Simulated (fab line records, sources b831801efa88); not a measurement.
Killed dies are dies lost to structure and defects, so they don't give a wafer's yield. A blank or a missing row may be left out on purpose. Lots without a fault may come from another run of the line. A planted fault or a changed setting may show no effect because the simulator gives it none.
Which tool did it? | flow gf180mcu | 6 lots, 18 wafers sampled, at 2 steps of a route of 602

WHAT THE GAUGES READ, wafer by wafer
GF_HV_LDD_OVL_MEAS_08.
lot  | measured     | on         | HV_LDD_OVL (nm)
L701 | day 10 10:24 | overlay-02 | -2.8 -0.8 -2.6
L705 | day 11 18:23 | overlay-02 | -1.3 -0.5 -1.6
L708 | day 13 00:49 | overlay-02 | 0.5 0.9 0.4
L712 | day 13 19:41 | overlay-01 | -4.2 -4.0 -2.4
L718 | day 15 17:55 | overlay-02 | -0.8 -1.9 -1.0
L722 | day 16 16:41 | overlay-01 | 0.0 -0.9 -2.0

WHICH TOOL RAN EACH LOT (tool, then ch and the chambers of the sampled wafers, then the start)
lot  | GF_POLY_GATE_ETCH_12
L701 | rie_diel-03 ch 0,1,2, day 9 14:51
L705 | rie_diel-03 ch 0,1,2, day 10 17:15
L708 | rie_diel-02 ch 0,1,2, day 12 04:18
L712 | rie_diel-03 ch 0,1, day 12 19:57
L718 | rie_diel-03 ch 0,2,3, day 14 18:51
L722 | rie_diel-03 ch 1,2,3, day 15 16:11
- GF_POLY_GATE_ETCH_12: etches BARC in N2/H2.

THE ANSWER, worked out from the rows above alone
Rule: what is usual is taken from the lots themselves. Put in order of their means at a reading, lots are off if they are a third of the lots or fewer, leave a main group of 4 or more, and stand apart from it by a gap of 3 or more times the standard deviation of the main group's means; of several such gaps the widest counts. A main group whose means are all the same, to the digits that the tables above print for the reading, isn't used. A lot without any number at a reading at which 4 lots or more have one is off too. The other lots that the step has rows for count as sound.
No lot is off at any reading shown: from this, nothing can be told.

WHAT THE SIMULATOR HAD PUT IN
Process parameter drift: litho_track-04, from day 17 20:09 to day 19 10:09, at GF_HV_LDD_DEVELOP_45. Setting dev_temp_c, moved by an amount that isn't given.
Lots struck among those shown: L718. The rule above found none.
